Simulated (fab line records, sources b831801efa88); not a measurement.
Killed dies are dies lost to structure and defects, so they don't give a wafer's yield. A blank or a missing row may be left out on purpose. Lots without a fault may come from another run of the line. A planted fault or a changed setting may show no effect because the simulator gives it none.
Problem report in the 8D (eight disciplines) form, filled by code | flow sky130 | the parts of the form that need people (team, actions taken, sign-off) are left out

1. THE PROBLEM
spin_speed_rpm at SKY_LOCAL_INTERCONNECT_COAT_05 reads a mean of 3074.4 rpm on 9 wafers of 3 lots; wafers without a fault read 2999.9 rpm with a standard deviation of 1.9. That is +39 standard deviations from the usual mean.
The step: resist thk 60 nm.
First seen on wafer L733.3, day 32 19:42, on litho_track-01. The record holds 42 wafers of 14 lots with a number at this step. Rule for "out", or "out of limits": more than 4 standard deviations from the usual mean. The other wafers with a number count as sound.

2. WHAT IT IS AND WHAT IT IS NOT
question                    | is                     | is not
which readings at this step | spin_speed_rpm         | -
which lots                  | L733, L734, L736       | L726, L727, L728, L738, L742, L743, L744, L745, L746, L747, L748
which wafers of those lots  | all that have a number | -
read on which tools         | litho_track-01         | litho_track-02, litho_track-04
when                        | from day 32 19:42      | up to then (9 sound wafers); but 24 sound wafers of L738, L742, L743, L744, L745, L746, L747, L748 came after

3. SUSPECTS, AND WHAT RULES EACH OUT
Counting: a tool at a process step up to the reading stays a suspect if it ran every lot that is out and no sound lot after the first of them.
- litho_track-01 at SKY_LOCAL_INTERCONNECT_COAT_05 (resist thk 60 nm): ruled out as a lasting fault. Sound lots L746, L747 ran on it after its first lot that is out, L733 (day 32 19:42).
Left after counting: nothing in the record.

4. THE CAUSE (what the simulator had put in)
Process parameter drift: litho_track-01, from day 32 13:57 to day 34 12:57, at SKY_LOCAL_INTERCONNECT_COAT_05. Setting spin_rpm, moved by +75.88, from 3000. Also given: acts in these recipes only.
Counting ruled it out, wrongly.

5. THE CHAIN OF EFFECTS, in route order
Each row: a reading whose mean over the struck wafers that have a number lies more than 3 standard deviations from the usual. Only readings for which the record gives a usual standard deviation are gone through. hours: the time from each lot's start at the first step in this table that gives one to its start at this step, as a median over the lots. sigmas: the change in usual standard deviations.
hours | step                           | reading        | usual      | on struck wafers | change | sigmas
0     | SKY_LOCAL_INTERCONNECT_COAT_05 | spin_speed_rpm | 2999.9 rpm | 3074.4           | +74.5  | +39
The process steps in it:
- SKY_LOCAL_INTERCONNECT_COAT_05: resist thk 60 nm.
Later measuring or inspecting steps at which every struck wafer that the step has a row for has a number for every such reading, and none has moved that far: SKY_LOCAL_INTERCONNECT_OVL_MEAS_12.

6. WHAT WOULD HAVE CAUGHT IT SOONER
In this record the first reading out of limits was taken at day 32 19:42, 6 hours after the fault began at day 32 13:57.
